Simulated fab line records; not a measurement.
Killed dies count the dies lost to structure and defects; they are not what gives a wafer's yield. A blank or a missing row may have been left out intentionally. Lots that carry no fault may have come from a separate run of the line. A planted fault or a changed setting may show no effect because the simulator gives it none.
fab line records | flow sky130
record: lots: 6 wafers: 18 lastDay: 50
route steps=708 shown NWELL@63
lots with no fault: from the same line, run without faults
startH: hours from the record's opening day to when the first of the lot's shown wafers began | waitH: how many hours have passed since the lot's step before this one | " repeats the value in the row above | L1.1+2: several wafers, shown together as one row | - value missing, or start not given | * or withheld: withheld | < > ~ a bound
route shown NAME@n: NAME is a module with steps in the file, n the number in the route of the first one | usual: mean/standard deviation taken from wafers without a fault | same: alike in all rows | chamber/n: place in a boat | sites: each site's reading | _std_site: the standard deviation of these | _edge_site: inner sites' mean taken away from outer sites' mean | radiusMm: how far each site lies from the wafer's centre | mask NAME#n: copy n | behind: the tool/chamber that last shaped the wafer | hold: cause of the lot's hold/its duration in hours/its outcome | device: transistor that didn't switch, given as n, p or np | end of line: at the end of the route, the tests of the same wafers | where a step has no rows: the recipe by itself | killed: not the wafer's yield, but the dies lost to structure and defects at the first sort | map: shows each die of a wafer: x if killed, . if not, _ if none is there
set.NAME: the setting that was run; set.NAME@STEP: the one run at that earlier step | model.NAME: the simulator's own value behind a step, which no gauge read
lots at some steps of the route; a table a step, a row a wafer
services: when a tool's chamber went out of use (startH, in hours from the record's first day, below 0 if earlier), for how many hours, and the reason
== steps ==
step: SKY_NWELL_OVL_MEAS_10
usual: NWELL_00_OVL: -0.2/1.4
columns lot.wafer tool chamber startH waitH NWELL_00_OVL[nm]
L190.2 overlay-02 - 135.80 - -0.6
L190.5 " - " " -1.7
L190.6 " - " " 0.2
L197.1 overlay-02 - 178.76 - -2.1
L197.4 " - " " -1.6
L197.5 " - " " -0.7
L198.2 overlay-02 - 182.86 - -1.4
L198.3 " - " " -2.3
L198.4 " - " " -2.2
L202.1 overlay-01 - 206.12 - 3.2
L202.3 " - " " 0.1
L202.5 " - " " 3.6
L203.1 overlay-01 - 215.12 - -1.0
L203.2 " - " " -0.9
L203.3 " - " " 0.0
L204.2 overlay-01 - 222.96 - -0.7
L204.3 " - " " 0.3
L204.6 " - " " 1.2
step: SKY_NWELL_IMPLANT_11
recipe: species: P energyKev: 400 doseCm2: 1.9e+13 tiltDeg: withheld
step: SKY_NWELL_IMPLANT_12
recipe: species: P energyKev: 120 doseCm2: 1.3e+12 tiltDeg: withheld
step: SKY_NWELL_IMPLANT_13
recipe: species: P energyKev: 50 doseCm2: 7e+11 tiltDeg: withheld
step: SKY_NWELL_STRIP_14
recipe: chemistry: O2/N2 powerW: 1400 pressureMtorr: 1500 platenTempC: withheld o2FlowSccm: 3000 n2FlowSccm: 300 overashFraction: 0.5
usual: drypumpMotorCurrentA: 5.96/0.28 o2FlowSccm: 3000/9.5 oesProductAu: 0.722/0.0043 stripTimeToEndpointS: 36.73/0.095
columns lot.wafer tool chamber startH waitH drypumpMotorCurrentA o2FlowSccm oesProductAu rfHoursCounterH stripTimeToEndpointS
L190.2 plasmaAsher-03 1 136.28 0.1 5.79 2993 0.722 29 36.88
L190.5 " 1 " " 5.78 2999 0.722 - 36.77
L190.6 " 0 " " 6.30 2989 0.720 - 36.81
L197.1 plasmaAsher-03 0 179.24 0.1 6.31 3008 0.714 32 36.58
L197.4 " 0 " " 6.32 2996 0.723 - 36.60
L197.5 " 0 " " 6.32 3010 0.717 - 36.62
L198.2 plasmaAsher-02 1 183.34 0.1 6.03 2996 0.725 48 36.71
L198.3 " 0 " " 5.94 3015 0.727 - 36.73
L198.4 " 1 " " 6.02 3003 0.729 - 36.77
L202.1 plasmaAsher-01 1 206.61 0.1 5.42 2994 0.719 9 36.72
L202.3 " 1 " " 5.43 2997 0.722 - 36.75
L202.5 " 0 " " 6.11 3011 0.719 - 36.71
L203.1 plasmaAsher-02 0 215.61 0.1 5.99 3003 0.724 51 36.59
L203.2 " 1 " " 6.01 2981 0.724 51 36.68
L203.3 " 1 " " 6.02 2993 0.726 - 36.62
L204.2 plasmaAsher-03 0 223.44 0.1 6.32 2991 0.726 37 36.73
L204.3 " 1 " " 5.79 2997 0.728 - 36.67
L204.6 " 1 " " 5.79 3006 0.726 - 36.50
step: SKY_NWELL_TW_MEAS_15
usual: NWELL_TW: 1814/8.7
columns lot.wafer tool chamber startH waitH NWELL_TW
L190.2 filmMetro-01 - 136.39 0.1 1821
L190.5 " - " " 1820
L190.6 " - " " 1821
L197.1 filmMetro-04 - 179.34 0.1 1828
L197.4 " - " " 1822
L197.5 " - " " 1826
L198.2 filmMetro-04 - 183.45 0.1 1823
L198.3 " - " " 1824
L198.4 " - " " 1819
L202.1 filmMetro-01 - 206.71 0.1 1814
L202.3 " - " " 1815
L202.5 " - " " 1835
L203.1 filmMetro-04 - 215.71 0.1 1800
L203.2 " - " " 1797
L203.3 " - " " 1810
L204.2 filmMetro-04 - 223.55 0.1 1826
L204.3 " - " " 1824
L204.6 " - " " 1815
step: SKY_NWELL_DEHYDRATE_16
recipe: tempC: 200 timeS: 60
step: SKY_NWELL_HMDS_17
recipe: primeTimeS: 60 primeTempC: 120
step: SKY_NWELL_COAT_18
recipe: spinRpm: 2000 resistThkNm: 3000
step: SKY_NWELL_SOFTBAKE_19
recipe: tempC: 110 timeS: withheld
step: SKY_NWELL_EXPOSE_20
recipe: maskId: NWM_COMPLEMENT na: 0.6 sourceShape: conventional sigmaOuter: 0.6 polarization: unpolarized targetCdNm: 840 doseMj: 260
step: SKY_NWELL_PEB_21
recipe: tempC: 115 timeS: withheld
step: SKY_NWELL_DEVELOP_22
recipe: wallAngleDeg: 90 developer: TMAH developTimeS: 60 devTempC: 23
usual: chillPlateTempC: 23.00/0.11 developTimeS: 60/0 exhaustPa: 45.0/0.87
columns lot.wafer tool chamber startH waitH chillPlateTempC developTimeS exhaustPa
L190.2 lithoTrack-01 0 156 - 23.10 60 44.7
L190.5 " 0 " " 22.99 60 44.5
L190.6 " 0 " " 23.03 60 44.6
L197.1 lithoTrack-02 - 200 - - - -
L197.4 " - " " - - -
L197.5 " - " " - - -
L198.2 lithoTrack-02 - 205 - - - -
L198.3 " - " " - - -
L198.4 " - " " - - -
L202.1 lithoTrack-04 0 228 - 22.81 60 44.1
L202.3 " 0 " " 23.14 60 44.9
L202.5 " 0 " " 23.16 60 45.8
L203.1 lithoTrack-04 0 238 - 22.99 60 46.6
L203.2 " 0 " " 22.75 60 45.1
L203.3 " 0 " " 23.05 60 45.4
L204.2 lithoTrack-02 0 245 - 22.89 60 44.5
L204.3 " 0 " " 22.74 60 45.9
L204.6 " 0 " " 22.87 60 44.3
step: SKY_NWELL_OVL_MEAS_23
usual: NWELL_01_OVL: -0.8/1.4
columns lot.wafer tool chamber startH waitH NWELL_01_OVL[nm]
L190.2 overlay-01 - 156.73 - 1.3
L190.5 " - " " -1.0
L190.6 " - " " 1.7
L197.1 overlay-02 - 200.56 - -
L197.4 " - " " -
L197.5 " - " " -
L198.2 overlay-02 - 205.46 - -
L198.3 " - " " -
L198.4 " - " " -
L202.1 overlay-02 - 228.99 - -1.0
L202.3 " - " " 0.4
L202.5 " - " " 0.2
L203.1 overlay-01 - 238.39 - 0.8
L203.2 " - " " -1.1
L203.3 " - " " -0.6
L204.2 overlay-02 - 245.81 - -0.5
L204.3 " - " " 0.5
L204.6 " - " " 0.7
== services ==
columns tool chamber startH hours kind
plasmaAsher-01 0 117.75 - clean
plasmaAsher-01 1 117.75 - clean
plasmaAsher-03 - 143.47 2.8 pm
== key ==
firstSign: step: SKY_NWELL_DEVELOP_22 reading: toolRecord direction: missing
effect none on later readings
metAt SKY_NWELL_DEVELOP_22
struckWafers L197.1,L197.4,L197.5,L198.2,L198.3,L198.4
rowsEnd L197.1,L197.4,L197.5
sortLeftOut L198.2,L198.3,L198.4
testerLeftOut L198
fault: kind: skippedStepWhole tool: lithoTrack-02 chamber: - onsetH: 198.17 steps: SKY_NWELL_DEVELOP_22 scope: struckLotsOnly
testerLeftOut: of these lots the tester's yield and bins aren't shown, on N5 and GAA mostly nor the transistor test; their killed dies are dies lost to structure and defects alone, not to doping, threshold or leakage, so they don't give the yield
sortLeftOut: the simulated sort isn't trusted on such a fault, so these wafers' sort isn't shown, and their yield isn't known
rowsEnd: these wafers met a further fault down the route, and their rows from its step on are left out
